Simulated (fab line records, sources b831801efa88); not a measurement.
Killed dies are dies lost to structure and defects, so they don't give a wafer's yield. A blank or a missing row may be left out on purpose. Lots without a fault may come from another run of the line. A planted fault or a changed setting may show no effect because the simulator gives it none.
Which tool did it? | flow sky130 | 11 lots, 33 wafers sampled, at 5 steps of a route of 708

WHAT THE GAUGES READ, wafer by wafer
SKY_CAPM_OVL_MEAS_12. Usual: CAPM_OVL 0.2 nm, standard deviation 1.4.
lot  | measured     | on         | CAPM_OVL (nm)  | flag
L804 | day 38 10:46 | overlay-01 | 2.1 -1.0 -0.6  |
L805 | day 38 18:37 | overlay-02 | 1.2 -0.3 -2.8  |
L806 | day 38 21:19 | overlay-02 | -2.0 -0.7 -1.8 |
L808 | day 39 12:22 | overlay-02 | 2.1 0.7 2.2    |
L809 | day 39 20:10 | overlay-02 | -0.6 -0.6 0.9  |
L813 | day 41 06:34 | overlay-02 | 0.1 -0.9 -1.1  |
L817 | day 42 08:13 | overlay-01 | 4.5 2.4 2.0    |
L821 | day 43 09:16 | overlay-02 | 1.7 0.5 1.6    |
L822 | day 43 13:43 | overlay-02 | 0.6 0.4 1.5    |
L823 | day 43 23:32 | overlay-01 | 1.1 3.2 1.8    |
L824 | day 44 03:07 | overlay-02 | -1.1 -1.2 -1.4 |

SKY_VIA3_CD_MEAS_12: target cd 200 nm. Usual: cd_nm 200.3 nm, standard deviation 1.6.
lot  | measured     | on        | cd_nm (nm)        | flag
L804 | day 40 14:40 | cd_sem-02 | 201.0 199.8 200.8 |
L805 | day 40 21:26 | cd_sem-02 | 197.4 197.2 197.3 |
L806 | day 41 01:01 | cd_sem-01 | 200.9 201.0 201.5 |
L808 | day 41 15:52 | cd_sem-01 | 199.7 200.3 199.5 |
L809 | day 41 22:01 | cd_sem-01 | 201.5 201.5 200.0 |
L813 | day 43 07:29 | cd_sem-01 | 201.7 201.0 202.0 |
L817 | day 44 07:49 | cd_sem-02 | 199.1 198.8 197.1 |
L821 | day 45 08:19 | cd_sem-01 | 200.6 201.6 201.4 |
L822 | day 45 12:42 | cd_sem-01 | 201.4 199.7 199.2 |
L823 | day 45 21:06 | cd_sem-02 | 203.2 200.9 202.0 |
L824 | day 45 23:47 | cd_sem-01 | 202.5 201.3 201.8 |

WHICH TOOL RAN EACH LOT (tool, then ch and the chambers of the sampled wafers, then the start)
lot  | SKY_VIA2_SPUTTER_20          | SKY_METAL3_METAL_ETCH_18          | SKY_METAL3_STRIP_19
L804 | pvd_sputter-02, day 37 08:10 | rie_metal-01 ch 0,1, day 39 12:02 | plasma_asher-02 ch 0,1, day 39 12:16
L805 | pvd_sputter-01, day 37 16:51 | rie_metal-02 ch 0,1, day 39 19:53 | plasma_asher-04 ch 0,1, day 39 20:03
L806 | pvd_sputter-01, day 37 19:40 | rie_metal-01 ch 0,1, day 39 23:07 | plasma_asher-01 ch 0,1, day 39 23:18
L808 | pvd_sputter-03, day 38 11:03 | rie_metal-03 ch 0,1, day 40 14:01 | plasma_asher-04 ch 0,1, day 40 14:15
L809 | pvd_sputter-01, day 38 18:52 | rie_metal-03 ch 0,1, day 40 21:23 | plasma_asher-01 ch 0,1, day 40 21:34
L813 | pvd_sputter-03, day 40 05:11 | rie_metal-03 ch 0,1, day 42 06:50 | plasma_asher-02 ch 0,1, day 42 07:01
L817 | pvd_sputter-01, day 41 07:55 | rie_metal-03 ch 0,1, day 43 08:07 | plasma_asher-01 ch 0,1, day 43 08:17
L821 | pvd_sputter-03, day 42 09:32 | rie_metal-02 ch 0,1, day 44 08:49 | plasma_asher-02 ch 0,1, day 44 09:00
L822 | pvd_sputter-02, day 42 13:31 | rie_metal-01 ch 0,1, day 44 13:43 | plasma_asher-01 ch 0,1, day 44 13:52
L823 | pvd_sputter-02, day 43 00:09 | rie_metal-01 ch 0,1, day 44 22:31 | plasma_asher-01 ch 0,1, day 44 22:41
L824 | pvd_sputter-02, day 43 03:56 | rie_metal-02 ch 0,1, day 45 01:13 | plasma_asher-02 ch 0,1, day 45 01:23
- SKY_VIA2_SPUTTER_20: material TiN, target thk 20 nm, time 80 s.
- SKY_METAL3_METAL_ETCH_18: etches the open film in Cl2/BCl3, stops on SiO2, target depth 845 nm, time 183.1 s.
- SKY_METAL3_STRIP_19: strips in O2/N2.

WHAT THE TOOLS THEMSELVES READ (means of the sampled wafers that have a number; where no wafer has one, the mark that the record gives instead)
SKY_VIA2_SPUTTER_20. Usual: throttle_valve_pct 29.9 %, standard deviation 0.83.
lot  | tool           | throttle_valve_pct (%) | flag
L804 | pvd_sputter-02 | 30.3                   |
L805 | pvd_sputter-01 | 29.5                   |
L806 | pvd_sputter-01 | 29.7                   |
L808 | pvd_sputter-03 | 30.1                   |
L809 | pvd_sputter-01 | 28.8                   |
L813 | pvd_sputter-03 | 30.7                   |
L817 | pvd_sputter-01 | 29.8                   |
L821 | pvd_sputter-03 | 30.1                   |
L822 | pvd_sputter-02 | 29.8                   |
L823 | pvd_sputter-02 | 29.8                   |
L824 | pvd_sputter-02 | 30.3                   |

SKY_METAL3_METAL_ETCH_18. Usual: bias_w 48.48 W, standard deviation 0.15; drypump_motor_current_A 5.6 A, standard deviation 0.31; oes_product_au 0.866 a.u., standard deviation 0.0069; throttle_valve_pct 22.264 %, standard deviation 0.0087.
lot  | tool         | bias_w (W) | drypump_motor_current_A (A) | oes_product_au (a.u.) | throttle_valve_pct (%) | flag
L804 | rie_metal-01 | 48.58      | 5.4                         | 0.870                 | 22.265                 |
L805 | rie_metal-02 | 48.46      | 5.4                         | 0.870                 | 22.266                 |
L806 | rie_metal-01 | 48.60      | 5.4                         | 0.862                 | 22.265                 |
L808 | rie_metal-03 | 48.30      | 5.7                         | 0.867                 | 22.274                 |
L809 | rie_metal-03 | 48.20      | 5.7                         | 0.863                 | 22.254                 |
L813 | rie_metal-03 | 39.29      | 5.7                         | 0.864                 | 22.267                 | OFF
L817 | rie_metal-03 | 39.19      | 5.6                         | 0.871                 | 22.254                 | OFF
L821 | rie_metal-02 | 48.43      | 5.4                         | 0.865                 | 22.270                 |
L822 | rie_metal-01 | 48.56      | 5.4                         | 0.857                 | 22.262                 |
L823 | rie_metal-01 | 48.47      | 5.7                         | 0.866                 | 22.263                 |
L824 | rie_metal-02 | 48.45      | 5.6                         | 0.858                 | 22.264                 |

SKY_METAL3_STRIP_19. Usual: drypump_motor_current_A 5.5 A, standard deviation 0.46; oes_product_au 0.500 a.u., standard deviation 0.0064; strip_time_to_endpoint_s 6.49 s, standard deviation 0.11.
lot  | tool            | drypump_motor_current_A (A) | oes_product_au (a.u.) | strip_time_to_endpoint_s (s) | flag
L804 | plasma_asher-02 | 5.6                         | 0.506                 | 6.47                         |
L805 | plasma_asher-04 | 6.2                         | 0.508                 | 6.61                         |
L806 | plasma_asher-01 | 5.5                         | 0.500                 | 6.53                         |
L808 | plasma_asher-04 | 6.2                         | 0.497                 | 6.46                         |
L809 | plasma_asher-01 | 5.5                         | 0.497                 | 6.40                         |
L813 | plasma_asher-02 | 5.3                         | 0.519                 | 6.92                         | OFF
L817 | plasma_asher-01 | 5.2                         | 0.514                 | 6.85                         | OFF
L821 | plasma_asher-02 | 5.6                         | 0.500                 | 6.52                         |
L822 | plasma_asher-01 | 5.2                         | 0.504                 | 6.54                         |
L823 | plasma_asher-01 | 5.2                         | 0.497                 | 6.43                         |
L824 | plasma_asher-02 | 5.4                         | 0.500                 | 6.54                         |

THE ANSWER, worked out from the rows above alone
Rule: a lot is off if the mean of its wafers that have a number lies more than 3 standard deviations from the usual mean. A lot without any number at a reading at which 4 lots or more have one is off too. The other lots that the step has rows for count as sound. The gauges are gone through in route order, then the tools' own readings, and for those a lot's mean is taken as printed above. The first step at which some lot is off is used, and at that step the reading that is off furthest; a lot without a number counts as furthest.
Off: L813, L817, at SKY_METAL3_METAL_ETCH_18 (bias_w).
A tool fits if, at that step or a process step before it, it ran every lot that is off, and no sound lot after the first of them. One fits: rie_metal-03 at SKY_METAL3_METAL_ETCH_18. Its last sound lot is L809 (day 40 21:23), its first lot that is off L813 (day 42 06:50): a fault that began between those two fits.
The tool's own readings at SKY_METAL3_METAL_ETCH_18 bear it out: on the lots that are off they differ by more than 5 times the standard deviation of the sound lots' means. bias_w reads 39.24 W there against 48.45 W on the sound lots.

WHAT THE SIMULATOR HAD PUT IN
Process parameter drift: rie_metal-03, from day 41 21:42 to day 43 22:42, at SKY_METAL3_METAL_ETCH_18. Setting bias_w, moved by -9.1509, from 48.5. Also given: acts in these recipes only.
Lots struck among those shown: L813, L817. The rule above found the same.
